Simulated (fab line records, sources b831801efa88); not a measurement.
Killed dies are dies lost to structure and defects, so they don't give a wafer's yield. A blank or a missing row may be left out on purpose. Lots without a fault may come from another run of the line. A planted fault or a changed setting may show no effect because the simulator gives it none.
fab line records | flow sky130
record lots=12 wafers=34 last_day=50
route steps=708 shown FIELD_ISO@15 NWELL@64 PAD_OPEN@708
lots that met no fault: from a run of the same line without faults
start_h: hours from the record's first day to the start of the lot's first wafer shown | wait_h: hours since the lot's step before | " the same as in the row above | L1.1+2: a row that stands for several wafers | - no value, or no start given | * or withheld: withheld | < > ~ a bound
route shown NAME@n: a module of which the file shows steps, and the number in the route of the first | usual: mean/standard deviation of fault-free wafers | same: alike in all rows | chamber/n: place in a boat | sites: the reading at each site | _std_site: their standard deviation | _edge_site: outer sites' mean less inner sites' | radius_mm: how far each site lies from the wafer's centre | mask NAME#n: copy n | behind: the tool/chamber that last shaped the wafer | hold: why the lot was held/for how many hours/how that ended | device: the transistor (n, p or np) that didn't switch | end of line: the same wafers' tests at the end of the route | a step without rows: its recipe alone | killed: dies lost to structure and defects at the first sort, not the wafer's yield | map: a wafer's dies, x killed, . not, _ none there
set.NAME: the setting as run; set.NAME@STEP: as run at that earlier step | model.NAME: the simulator's own value behind a step, which no gauge read
steps of the route over a sample of lots; a table a step, a row a wafer
services: from which hour (start_h, from the record's first day; less than 0 if before it) a tool's chamber was out of use, for how many hours, and why
## steps
# step SKY_FIELD_ISO_ETCH_14
# recipe chemistry=N2/H2 target=BARC ion_energy_ev=200 source_w=500 bias_w=100 pressure_mtorr=30 n2_flow_sccm=100 h2_flow_sccm=200 stop_on=SiO2 time_s=45.9 target_depth_a=600
# usual drypump_motor_current_A=5.6/0.43 h2_flow_sccm=200.0/0.59 oes_product_au=0.855/0.0048 throttle_valve_pct=13.226/0.0092
# columns lot.wafer tool chamber start_h wait_h drypump_motor_current_A h2_flow_sccm oes_product_au rf_hours_counter_h throttle_valve_pct
L252.1 rie_diel-03 0 30.67 0.1 5.2 198.8 0.854 4 13.202
L252.5 " 2 " " 5.2 199.5 0.855 - 13.222
L252.6 " 3 " " 5.3 200.4 0.863 - 13.224
L255.1 rie_diel-02 1 44.27 0.1 6.0 198.6 0.846 141 13.237
L255.2 " 0 " " 5.9 199.3 0.851 4 13.243
L255.5 " 2 " " 5.9 200.7 0.844 - 13.231
L256.1 rie_diel-03 3 50.37 0.1 5.3 199.9 0.856 5 13.231
L256.3 " 1 " " 5.4 199.8 0.843 78 13.219
L256.4 " 0 " " 5.2 200.7 0.858 4 13.231
L257.3 rie_diel-01 2 55.57 0.1 6.6 199.4 0.849 139 13.214
L257.5 " 3 " " 5.6 199.9 0.852 - 13.232
L257.6 " 2 " " 6.6 200.9 0.859 - 13.228
L258.2 rie_diel-03 3 60.75 0.1 5.3 200.3 0.864 5 13.231
L258.3 " 2 " " 5.1 199.7 0.858 58 13.223
L258.5 " 0 " " 5.2 199.6 0.857 - 13.220
L263.5 rie_diel-02 0 86.17 0.0 5.9 199.6 0.864 - 13.223
L263.6 " 3 " " 5.1 199.7 0.858 - 13.214
L264.1 rie_diel-03 0 90.37 0.1 5.2 200.3 0.851 5 13.234
L264.4 " 3 " " 5.2 200.2 0.851 6 13.225
L269.2 rie_diel-03 2 117.83 0.1 5.2 200.3 0.852 60 13.231
L269.3 " 0 " " 5.2 200.0 0.854 6 13.228
L269.4 " 1 " " 5.3 198.4 0.858 80 13.220
L270.3 rie_diel-02 1 123.42 0.1 6.0 200.2 0.855 143 13.222
L270.4 " 3 " " 5.1 200.3 0.857 6 13.235
L270.5 " 2 " " 5.9 199.2 0.858 - 13.244
L271.2 rie_diel-02 1 126.45 0.1 6.0 200.1 0.861 143 13.221
L271.5 " 3 " " 5.1 199.5 0.861 - 13.228
L271.6 " 2 " " 5.9 200.2 0.848 - 13.229
L274.2 rie_diel-01 1 143.50 0.1 6.4 199.1 0.854 3 13.223
L274.4 " 0 " " 5.9 200.5 0.857 29 13.216
L274.5 " 1 " " 6.4 199.0 0.854 - 13.229
L275.3 rie_diel-02 3 154.95 0.1 5.1 199.9 0.852 7 13.219
L275.5 " 3 " " 5.1 199.8 0.859 - 13.227
L275.6 " 2 " " 5.9 200.1 0.858 - 13.241
# step SKY_FIELD_ISO_THK_MEAS_25
# recipe reads=SiO2_of_FIELD_ISO_CVD_24
# usual FIELD_ISO_CVD_24_THK=597/8.1
# columns lot.wafer tool chamber start_h wait_h FIELD_ISO_CVD_24_THK[nm]
L252.1 film_metro-01 - 33.82 0.0 582
L252.5 " - " " 590
L252.6 " - " " 580
L255.1 film_metro-03 - 46.73 0.1 591
L255.2 " - " " 593
L255.5 " - " " 599
L256.1 film_metro-03 - 52.94 0.0 587
L256.3 " - " " 588
L256.4 " - " " 586
L257.3 film_metro-01 - 60.26 0.1 586
L257.5 " - " " 599
L257.6 " - " " 597
L258.2 film_metro-01 - 62.95 0.0 596
L258.3 " - " " 588
L258.5 " - " " 587
L263.5 film_metro-04 - 88.93 0.0 593
L263.6 " - " " 596
L264.1 film_metro-03 - 93.10 0.0 611
L264.4 " - " " 619
L269.2 film_metro-03 - 121.75 0.0 617
L269.3 " - " " 594
L269.4 " - " " 604
L271.2 film_metro-04 - 131.47 0.0 601
L271.5 " - " " 609
L271.6 " - " " 602
L270.3 film_metro-03 - 131.48 0.1 612
L270.4 " - " " 609
L270.5 " - " " 599
L274.2 film_metro-01 - 145.89 0.1 599
L274.4 " - " " 595
L274.5 " - " " 603
L275.3 film_metro-03 - 156.86 0.1 599
L275.5 " - " " 606
L275.6 " - " " 598
# step SKY_NWELL_IMPLANT_11
# recipe species=P energy_kev=400 dose_cm2=1.9e+13 tilt_deg=withheld
# usual beam_energy_keV=399.99/0.13 beam_on_s=9.99/0.21 faraday_current_uA=107.3/2.2
# columns lot.wafer tool chamber start_h wait_h beam_energy_keV beam_on_s faraday_current_uA
L252.1 implanter-02 0 88.49 0.0 400.07 10.11 106.5
L252.5 " 0 " " 399.94 9.96 107.9
L252.6 " 0 " " 400.08 10.43 102.6
L255.1 implanter-01 0 102.37 0.0 399.73 9.81 108.8
L255.2 " 0 " " 399.81 10.05 106.5
L255.5 " 0 " " 399.79 9.60 111.2
L256.1 implanter-02 0 109.89 0.0 399.98 10.25 104.4
L256.3 " 0 " " 399.99 9.93 108.1
L256.4 " 0 " " 400.01 9.49 112.4
L257.3 implanter-02 0 117.14 0.1 400.12 10.16 105.8
L257.5 " 0 " " 400.06 9.98 107.4
L257.6 " 0 " " 399.91 10.03 106.5
L258.2 implanter-04 0 121.06 0.0 399.81 10.06 106.9
L258.3 " 0 " " 400.11 9.86 108.5
L258.5 " 0 " " 399.81 9.79 109.3
L263.5 implanter-01 0 149.19 0.1 399.92 7.90 134.9
L263.6 " 0 " " 400.07 9.80 108.8
L264.1 implanter-01 0 152.47 0.0 399.88 10.03 107.4
L264.4 " 0 " " 399.64 7.40 144.5
L269.2 implanter-02 0 196.41 0.0 400.10 10.43 102.5
L269.3 " 0 " " 400.10 9.97 107.5
L269.4 " 0 " " 400.06 10.02 106.9
L271.2 implanter-02 0 202.81 0.0 400.03 9.84 108.8
L271.5 " 0 " " 399.80 10.09 106.1
L271.6 " 0 " " 400.00 9.77 109.4
L270.3 implanter-04 0 203.07 0.1 400.05 10.03 107.0
L270.4 " 0 " " 400.05 10.01 106.8
L270.5 " 0 " " 399.99 10.11 105.9
L274.2 implanter-04 0 213.72 0.0 399.90 9.80 110.2
L274.4 " 0 " " 400.10 9.97 108.0
L274.5 " 0 " " 399.95 9.95 107.2
L275.3 implanter-02 0 227.59 0.1 399.67 9.91 108.1
L275.5 " 0 " " 399.84 9.98 107.4
L275.6 " 0 " " 399.72 9.89 108.4
# step SKY_NWELL_TW_MEAS_15
# usual NWELL_TW=1818/14
# columns lot.wafer tool chamber start_h wait_h NWELL_TW
L252.1 film_metro-01 - 89.04 0.1 1813
L252.5 " - " " 1814
L252.6 " - " " 1809
L255.1 film_metro-02 - 102.92 0.1 1845
L255.2 " - " " 1834
L255.5 " - " " 1835
L256.1 film_metro-02 - 110.44 0.1 1837
L256.3 " - " " 1825
L256.4 " - " " 1833
L257.3 film_metro-02 - 117.66 0.1 1832
L257.5 " - " " 1843
L257.6 " - " " 1833
L258.2 film_metro-01 - 121.60 0.1 1816
L258.3 " - " " 1816
L258.5 " - " " 1817
L263.5 film_metro-02 - 149.68 0.0 1672
L263.6 " - " " 1816
L264.1 film_metro-02 - 161.26 0.1 1811
L264.4 " - " " 1670
L269.2 film_metro-01 - 196.95 0.1 1833
L269.3 " - " " 1817
L269.4 " - " " 1822
L271.2 film_metro-02 - 203.35 0.1 1802
L271.5 " - " " 1792
L271.6 " - " " 1808
L270.3 film_metro-01 - 203.59 0.1 1830
L270.4 " - " " 1828
L270.5 " - " " 1829
L274.2 film_metro-02 - 214.25 0.1 1802
L274.4 " - " " 1788
L274.5 " - " " 1791
L275.3 film_metro-01 - 228.13 0.1 1827
L275.5 " - " " 1833
L275.6 " - " " 1832
# step SKY_NWELL_TW_MEAS_26
# usual NWELL_2_TW=496/3.2
# columns lot.wafer tool chamber start_h wait_h NWELL_2_TW
L252.1 film_metro-01 - 106.54 0.1 499
L252.5 " - " " 500
L252.6 " - " " 500
L255.1 film_metro-01 - 121.07 0.1 494
L255.2 " - " " 495
L255.5 " - " " 497
L256.1 film_metro-01 - 128.62 0.1 498
L256.3 " - " " 496
L256.4 " - " " 499
L257.3 film_metro-04 - 134.76 0.1 500
L257.5 " - " " 496
L257.6 " - " " 496
L258.2 film_metro-04 - 139.60 0.1 498
L258.3 " - " " 499
L258.5 " - " " 499
L263.5 film_metro-02 - 169.16 0.0 491
L263.6 " - " " 491
L264.1 film_metro-04 - 181.77 0.1 497
L264.4 " - " " 497
L269.2 film_metro-02 - 218.80 0.1 493
L269.3 " - " " 494
L269.4 " - " " 493
L271.2 film_metro-02 - 225.20 0.1 491
L271.5 " - " " 494
L271.6 " - " " 496
L270.3 film_metro-02 - 226.06 0.1 491
L270.4 " - " " 494
L270.5 " - " " 493
L274.2 film_metro-02 - 236.95 0.1 493
L274.4 " - " " 493
L274.5 " - " " 493
L275.3 film_metro-01 - 250.79 0.1 496
L275.5 " - " " 498
L275.6 " - " " 497
# step SKY_NWELL_RS_MEAS_29
# recipe thk_meas_gauge=four-point-probe
# usual NWELL_RS=625.2/1.5
# columns lot.wafer tool chamber start_h wait_h NWELL_RS[ohm/sq]
L252.1 film_metro-01 - 106.75 0.1 624.5
L252.5 " - " " 625.0
L252.6 " - " " 624.6
L255.1 film_metro-02 - 121.28 0.1 624.5
L255.2 " - " " 626.7
L255.5 " - " " 624.8
L256.1 film_metro-02 - 128.83 0.1 622.9
L256.3 " - " " 625.6
L256.4 " - " " 625.0
L257.3 film_metro-01 - 134.99 0.1 627.8
L257.5 " - " " 626.3
L257.6 " - " " 626.9
L258.2 film_metro-01 - 139.82 0.1 626.5
L258.3 " - " " 628.2
L258.5 " - " " 628.9
L263.5 film_metro-04 - 169.41 0.1 720.0
L263.6 " - " " 625.8
L264.1 film_metro-04 - 181.98 0.1 621.9
L264.4 " - " " 716.3
L269.2 film_metro-01 - 219.02 0.1 622.4
L269.3 " - " " 624.4
L269.4 " - " " 624.5
L271.2 film_metro-01 - 225.42 0.1 624.3
L271.5 " - " " 622.9
L271.6 " - " " 623.7
L270.3 film_metro-01 - 226.29 0.1 625.6
L270.4 " - " " 624.5
L270.5 " - " " 625.7
L274.2 film_metro-02 - 237.17 0.1 626.5
L274.4 " - " " 628.1
L274.5 " - " " 627.3
L275.3 film_metro-04 - 251.07 0.1 624.9
L275.5 " - " " 624.4
L275.6 " - " " 623.2
# step SKY_PAD_OPEN_PROBE_99
# usual killed_at_M0_to_M3=44/6.9 killed_at_M4_up=3.2/1.8 killed_at_contacts=23/5.2 killed_at_front_end=15/4.5 killed_at_other=0.3/0.56 killed_dies=85/8.8 killed_on_rim=17/3.5 killed_open=47/6.7 killed_short=39/6.4
# same gross_dies=492 killed_at_back_side=0
# columns lot.wafer tool chamber start_h wait_h killed_at_M0_to_M3 killed_at_M4_up killed_at_contacts killed_at_front_end killed_at_other killed_dies killed_on_rim killed_open killed_short
L252.1 prober-02 - 1078.76 0.1 46 3 36 14 1 100 22 65 35
L252.5 prober-02 - 1078.96 0.2 42 2 12 16 1 73 21 41 32
L252.6 prober-02 - 1079.01 0.2 43 4 24 15 0 86 22 40 46
L257.3 prober-01 - 1104.43 0.2 41 4 33 12 0 90 20 46 44
L257.6 prober-01 - 1104.58 0.2 50 4 25 14 0 93 16 45 48
L263.5 prober-01 - 1140.73 0.2 41 3 25 25 0 94 15 44 50
L263.6 prober-01 - 1140.78 0.2 37 1 19 18 0 75 16 33 42
L264.1 prober-01 - 1154.57 0.1 42 4 29 17 0 92 28 51 41
L264.4 prober-01 - 1154.72 0.2 44 8 21 18 0 91 19 45 46
# killed by level:class
L252.1 CONTACT:geometric_particle:open=14 VIA1:geometric_particle:open=13 LI_CONTACT:geometric_particle:open=9 VIA2:geometric_particle:open=9 CONTACT:geometric_particle:short=6 METAL3:geometric_particle:short=6 VIA3:geometric_particle:open=6 LOCAL_INTERCONNECT:geometric_particle:short=4
L252.5 VIA1:geometric_particle:open=12 VIA2:geometric_particle:open=6 CONTACT:geometric_particle:open=5 METAL1:geometric_particle:short=5 POLY_GATE:geometric_particle:open=4 SPACER:geometric_particle:short=4 VIA1:geometric_particle:short=4 FIELD_ISO:geometric_particle:open=3
L252.6 VIA1:geometric_particle:open=11 METAL2:geometric_particle:short=8 VIA2:geometric_particle:open=7 CONTACT:geometric_particle:open=6 CONTACT:geometric_particle:short=6 FIELD_ISO:geometric_particle:short=4 LI_CONTACT:geometric_particle:open=4 LOCAL_INTERCONNECT:geometric_particle:short=4
L257.3 CONTACT:geometric_particle:open=10 LI_CONTACT:geometric_particle:open=10 VIA1:geometric_particle:short=8 VIA1:geometric_particle:open=7 VIA2:geometric_particle:open=6 LOCAL_INTERCONNECT:geometric_particle:short=5 METAL2:geometric_particle:short=5 CONTACT:geometric_particle:short=4
L257.6 VIA1:geometric_particle:open=10 VIA1:geometric_particle:short=8 CONTACT:geometric_particle:short=8 CONTACT:geometric_particle:open=8 METAL1:geometric_particle:short=6 METAL2:geometric_particle:short=6 POLY_GATE:geometric_particle:open=5 LI_CONTACT:geometric_particle:open=5
L263.5 VIA1:geometric_particle:open=9 FIELD_ISO:geometric_particle:short=8 CONTACT:geometric_particle:open=8 VIA2:geometric_particle:short=8 LI_CONTACT:geometric_particle:open=7 METAL2:geometric_particle:short=7 VIA3:geometric_particle:open=5 POLY_GATE:geometric_particle:short=5
L263.6 METAL2:geometric_particle:short=7 POLY_GATE:geometric_particle:short=6 VIA1:geometric_particle:open=6 CONTACT:geometric_particle:open=5 VIA3:geometric_particle:open=4 POLY_GATE:geometric_particle:open=4 LOCAL_INTERCONNECT:geometric_particle:short=4 VIA1:geometric_particle:short=4
L264.1 CONTACT:geometric_particle:open=14 VIA1:geometric_particle:open=9 VIA1:geometric_particle:short=6 METAL2:geometric_particle:short=6 VIA2:geometric_particle:open=6 FIELD_ISO:geometric_particle:short=5 VIA3:geometric_particle:open=5 LI_CONTACT:geometric_particle:short=4
L264.4 VIA1:geometric_particle:open=11 CONTACT:geometric_particle:open=11 FIELD_ISO:geometric_particle:short=6 METAL4:geometric_particle:short=6 VIA2:geometric_particle:short=5 METAL2:geometric_particle:short=5 METAL3:geometric_particle:short=5 POLY_GATE:geometric_particle:open=4
## services
# columns tool chamber start_h hours kind
implanter-04 - 17.01 1.7 repair
rie_diel-03 - 50.73 0.5 repair
rie_diel-01 1 59.11 6.9 repair
rie_diel-01 - 60.51 14.6 pm
implanter-02 - 63.90 6.9 repair
rie_diel-01 0 75.85 10.7 repair
rie_diel-01 1 84.52 8.1 repair
rie_diel-02 0 144.17 21.7 repair
implanter-04 - 158.06 0.5 repair
implanter-02 - 169.68 9.3 repair
rie_diel-01 1 178.09 3.3 repair
rie_diel-03 - 178.16 0.2 repair
rie_diel-01 0 178.23 2.2 repair
rie_diel-01 2 189.42 10.0 repair
rie_diel-01 1 190.75 9.5 repair
implanter-04 - 206.64 4.9 pm
rie_diel-01 2 217.86 - clean
rie_diel-01 2 217.86 23.3 scheduled_down
rie_diel-01 2 217.86 23.3 vent_cycle
rie_diel-02 1 221.70 - clean
rie_diel-02 1 221.70 11.1 scheduled_down
rie_diel-02 1 221.70 11.1 vent_cycle
## key
first_sign step=SKY_NWELL_IMPLANT_11 reading=faraday_current_uA direction=up sigmas=15 usual=107.3 struck=139.7
effect step=SKY_NWELL_IMPLANT_11 reading=beam_on_s direction=down sigmas=11 usual=9.99 struck=7.65
effect step=SKY_NWELL_TW_MEAS_15 reading=NWELL_TW direction=down sigmas=10 usual=1818 struck=1671
effect step=SKY_NWELL_RS_MEAS_29 reading=NWELL_RS direction=up sigmas=60 usual=625.2 struck=718.2
met_at SKY_NWELL_IMPLANT_11
struck_lots L263,L264
struck_wafers L263.5,L264.4
tester_left_out L263,L264
not_acting_at SKY_FIELD_ISO_ETCH_14,SKY_FIELD_ISO_THK_MEAS_25,SKY_NWELL_TW_MEAS_26
onset_between 102.37 149.19
fault kind=process_parameter_drift tool=implanter-01 chamber=- onset_h=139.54 steps=SKY_NWELL_IMPLANT_11 channel=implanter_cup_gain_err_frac offset=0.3 shape=step end_h=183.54 scope=struck_wafers_only
# tester_left_out: of these lots the tester's yield and bins aren't shown, on N5 and GAA mostly nor the transistor test; their killed dies are dies lost to structure and defects alone, not to doping, threshold or leakage, so they don't give the yield
